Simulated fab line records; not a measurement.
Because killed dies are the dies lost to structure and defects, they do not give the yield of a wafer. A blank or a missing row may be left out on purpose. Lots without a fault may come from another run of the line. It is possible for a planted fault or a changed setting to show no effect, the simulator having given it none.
A lot that was struck, set against a sound lot ; flow sky130 ; 17 steps out of a route of 708
Sound: these wafers, L560.1, L560.5, L560.6. Struck: wafer L579.1 (left out: L579.5, L579.6 of the same lot, which were not struck); the cause appears at the end.
Each step with rows lists, per side, the tool, then ch with its chambers, then its first start. Under that, the readings that differ: sound wafers ; struck wafers ; difference of the means ; sigmas: that difference in standard deviations of wafers without a fault.
alike: readings whose means differ by less than 2 such deviations, and words and numbers that are the same on both sides. not compared: withheld readings, readings that some wafer has no value for, bounds like >300 that may hide the same value, and numbers for which the record gives no deviation and whose values overlap.
Wherever a step has rows on one side only, a row that says differs or no value, or a row with sigmas, the two part there. Non-overlapping numbers with no deviation appear without sigmas and do not part them. A reading that every wafer of one side lacks parts them only if that side has two wafers or more.

first, 1 step without rows for these wafers: SKY_NWELL_IMPLANT_24.
SKY_NWELL_STRIP_25: strips in O2/N2.
  sound on plasma asher-02 ch 0,1, day 5 10:09; struck on plasma asher-02 ch 0, day 10 06:22
  alike: drypump motor current A, oes product au, strip time to endpoint s
  not compared: rf hours counter h
SKY_NWELL_TW_MEAS_26:
  struck on film metro-02, day 10 06:28; sound on film metro-01, day 5 10:15
  alike: NWELL_2_TW
then, 1 step without rows for these wafers: SKY_NWELL_CLEAN_27 (cleans in SC1/SC2, time 150 s).
SKY_NWELL_RTA_28: time 30 s.
  sound on rtp anneal-02 ch 0, day 5 10:22; struck on rtp anneal-01 ch 0, day 10 06:35
  alike: lamp power pct, ramp up c per s, wafer_temp_C_max
SKY_NWELL_RS_MEAS_29: the measuring method here is four-point-probe.
  struck on film metro-04, day 10 06:41; sound on film metro-04, day 5 10:28
  alike: NWELL_RS
SKY_NWELL_RS_MEAS_31: the measuring method here is four-point-probe.
  struck on film metro-04, day 10 06:55; sound on film metro-04, day 5 10:42
  alike: PWDE_RS
then, 4 steps without rows for these wafers: SKY_VT_ADJUST_HVTP_DEHYDRATE_00 (time 60 s); SKY_VT_ADJUST_HVTP_HMDS_01 (prime time 60 s); SKY_VT_ADJUST_HVTP_COAT_02 (resist thk 1140 nm); SKY_VT_ADJUST_HVTP_SOFTBAKE_03 (time 60 s).
SKY_VT_ADJUST_HVTP_EXPOSE_04: exposes mask HVTPM, target cd 380 nm.
  sound on iline stepper-01 ch 0, day 5 19:48; struck on iline stepper-01 ch 0, day 10 17:34
  alike: mask, exposure dose mJ cm2
then, 2 steps without rows for these wafers: SKY_VT_ADJUST_HVTP_PEB_05; SKY_VT_ADJUST_HVTP_DEVELOP_06 (develop time 60 s).
SKY_VT_ADJUST_HVTP_CD_MEAS_07: target cd 380 nm.
  struck on cd sem-02, day 11 04:59; sound on cd sem-02, day 6 04:42
reading;sound;struck;difference;sigmas
cd nm (nm);380.2 378.9 376.4;358.4;-20.1;-8
SKY_VT_ADJUST_HVTP_OVL_MEAS_08:
  struck on overlay-02, day 11 05:06; sound on overlay-01, day 6 04:49
  alike: VT_ADJUST_HVTP_OVL
-- here the record skips 39 days between the struck wafers' starts before and after, leaving off in module VT_ADJUST_HVTP and picking up in module PAD_OPEN (first step shown: number 708 of the route) --
SKY_PAD_OPEN_PROBE_99:
  struck on prober-01, day 50 13:44; sound on prober-02, day 46 02:37
reading;sound;struck;difference;sigmas
killed at contacts;23 28 19;13;-10;-2
  alike: killed_at_M0_to_M3, killed_at_M4_up, killed at front end, killed at other, killed dies, killed open, killed short

## WHERE THEY PART
First at SKY_VT_ADJUST_HVTP_CD_MEAS_07; last, within this record, at SKY_PAD_OPEN_PROBE_99.

WHY: whatever the simulator had introduced
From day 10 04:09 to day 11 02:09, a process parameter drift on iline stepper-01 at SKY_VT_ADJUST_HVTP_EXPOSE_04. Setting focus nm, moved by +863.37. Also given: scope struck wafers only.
